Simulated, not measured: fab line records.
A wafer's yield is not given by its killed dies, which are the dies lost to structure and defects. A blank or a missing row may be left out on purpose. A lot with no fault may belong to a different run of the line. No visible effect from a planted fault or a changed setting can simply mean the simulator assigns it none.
2 desks, one fault :: flow sky130 :: numbers are kept per desk, each desk with only its own; the story behind them comes last

## FROM THE METROLOGY DESK
Lot by lot, what the gauges showed, no matter which tool ran the lot: averages of those sampled wafers that carry a number. Marked OUT: a lot whose mean sits more than 4 standard deviations from the usual mean, which makes it out of limits; the brackets give that distance.
Columns: A = FIELD_ISO_OXIDATION_00_THK at SKY_FIELD_ISO_THK_MEAS_02, usual 12.02 nm; B = SD_P_OVL at SKY_SD_P_OVL_MEAS_08, usual 0.8 nm
lot: L480
first seen here: day 1 17:01
A: 12.01
B: 0.4

lot: L481
first seen here: day 1 22:58
A: 11.62
B: -0.6

lot: L482
first seen here: day 2 02:40
A: 12.32
B: -0.3

lot: L484
first seen here: day 2 14:52
A: 12.18
B: 0.9

lot: L488
first seen here: day 3 10:41
A: 12.40
B: 0.3

lot: L489
first seen here: day 3 13:48
A: 12.28
B: 0.5

lot: L491
first seen here: day 3 23:55
A: 12.08
B: 1.8

lot: L492
first seen here: day 4 04:38
A: 11.73
B: 2.2

lot: L495
first seen here: day 4 20:23
A: 11.91
B: 2.0

lot: L497
first seen here: day 5 05:38
A: 11.81
B: 2.3

lot: L500
first seen here: day 5 22:16
A: 11.87
B: -1.4

lot: L501
first seen here: day 6 01:38
A: 12.17
B: 3.4

lot: L502
first seen here: day 6 07:16
A: 12.28
B: 2.7
This desk found nothing out of limits on any of the 13 lots.

## FOR THE TOOL OWNER'S DESK: wetBench-01
The tool's own readings at SKY_FIELD_ISO_WET_ETCH_30 (etches SiO2 in dHF, target depth 25 nm, time 50 s): means of the sampled wafers that have a number, for each lot that ran on this tool. Marked OUT: a lot whose mean sits more than 4 standard deviations from the usual mean, which makes it out of limits; the brackets give that distance.
Columns: A = bathHeatDutyPct at SKY_FIELD_ISO_WET_ETCH_30, usual 6.5 %; B = runLengthS at SKY_FIELD_ISO_WET_ETCH_30, usual 78.8 s
lot: L481
first seen here: day 2 22:44
A: 6.6
B: 81.4

lot: L482
first seen here: day 3 01:45
A: 6.6
B: 80.7

lot: L488
first seen here: day 4 09:25
A: 6.6
B: 81.8

lot: L489
first seen here: day 4 13:41
A: 6.8
B: 76.3

lot: L491
first seen here: day 5 00:05
A: 6.8
B: 76.2

lot: L500
first seen here: day 6 23:22
A: 5.1
B: 54.7 (-8.3) OUT

lot: L502
first seen here: day 7 13:14
A: 6.7
B: 51.7 (-9.3) OUT
This desk's finding: out of limits on L500, L502; first on L500, day 6 23:22 (runLengthS at SKY_FIELD_ISO_WET_ETCH_30). Within limits: L481, L482, L488, L489, L491.

## TAKEN TOGETHER
The tool owner's desk could have raised an alarm at day 6 23:22, on L500, L502.
From the metrology desk's view, nothing was out of limits.
The metrology desk holds a record of L500, L502, inside its limits.
The lots listed all ran SKY_FIELD_ISO_WET_ETCH_30 on wetBench-01.

## WHAT THE SIMULATOR PUT IN
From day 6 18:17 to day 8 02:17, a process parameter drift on wetBench-01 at SKY_FIELD_ISO_WET_ETCH_30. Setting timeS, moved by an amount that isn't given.
Lots struck among those shown: L500, L502.
How many hours passed from the start of the fault until each desk's first out-of-limits reading: the tool owner's desk, 5.
